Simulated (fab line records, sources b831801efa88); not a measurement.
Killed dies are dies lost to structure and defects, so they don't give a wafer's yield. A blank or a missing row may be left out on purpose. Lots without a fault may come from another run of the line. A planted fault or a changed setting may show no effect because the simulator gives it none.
One fault seen from 2 desks | flow gf180mcu | each desk has only its own numbers; what lay behind them comes last

THE TOOL OWNER'S DESK: pecvd-03
The tool's own readings at GF_PASSIVATION_CVD_00 (deposits SiO2 from TEOS, target thk 1000 nm, time 111.95 s): means of the sampled wafers that have a number, for each lot that ran on this tool. A lot is out of limits, marked OUT, if its mean lies more than 4 standard deviations from the usual mean; the brackets give that distance.
Columns: A = heater_power_outer_w at GF_PASSIVATION_CVD_00, usual 355 W; B = heater_power_w at GF_PASSIVATION_CVD_00, usual 626 W; C = rf_fwd_power_W at GF_PASSIVATION_CVD_00, usual 596.4 W; D = susceptor_temp_C at GF_PASSIVATION_CVD_00, usual 400.03 C
lot  | first seen here | A   | B   | C     | D
L233 | day 29 08:20    | 284 | 552 | 595.4 | 400.32
L234 | day 29 16:07    | 332 | 602 | 594.0 | 400.04
L243 | day 32 04:37    | 296 | 541 | 594.7 | 399.85
L245 | day 32 19:47    | 317 | 563 | 596.9 | 400.10
This desk's finding: nothing out of limits on any of the 4 lots.

THE METROLOGY DESK
What the gauges read, lot by lot, whatever tool the lot ran on: means of the sampled wafers that have a number. A lot is out of limits, marked OUT, if its mean lies more than 4 standard deviations from the usual mean; the brackets give that distance.
Columns: A = V5_OVL at GF_V5_OVL_MEAS_15, usual -2 nm; B = PASSIVATION_CVD_00_THK at GF_PASSIVATION_THK_MEAS_01, usual 999 nm
lot  | first seen here | A   | B
L231 | day 28 02:46    | 0   | 1002
L232 | day 28 08:14    | 1   | 990
L233 | day 28 10:04    | -2  | 988
L234 | day 28 18:19    | -7  | 1012
L235 | day 29 05:35    | -5  | 998
L243 | day 31 09:36    | 1   | 361 (-43) OUT
L245 | day 32 00:34    | 1   | 599 (-27) OUT
L246 | day 32 02:55    | -14 | 992
L247 | day 32 06:53    | 2   | 989
L249 | day 32 23:59    | 1   | 999
L251 | day 33 10:00    | -2  | 992
This desk's finding: out of limits on L243, L245; first on L243, day 32 04:43 (PASSIVATION_CVD_00_THK at GF_PASSIVATION_THK_MEAS_01). In limits: L231, L232, L233, L234, L235, L246, L247, L249, L251.

PUT TOGETHER
The metrology desk could have raised an alarm at day 32 04:43, on L243, L245.
The tool owner's desk saw nothing out of limits.
The tool owner's desk has L243, L245 on record, within its limits.
Of the lots named, all ran GF_PASSIVATION_CVD_00 on pecvd-03.

WHAT THE SIMULATOR HAD PUT IN
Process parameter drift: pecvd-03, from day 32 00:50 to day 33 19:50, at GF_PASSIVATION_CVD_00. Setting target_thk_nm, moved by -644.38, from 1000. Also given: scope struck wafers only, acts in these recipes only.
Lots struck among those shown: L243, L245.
Hours from the fault's start to each desk's first reading out of limits: the metrology desk, 4.
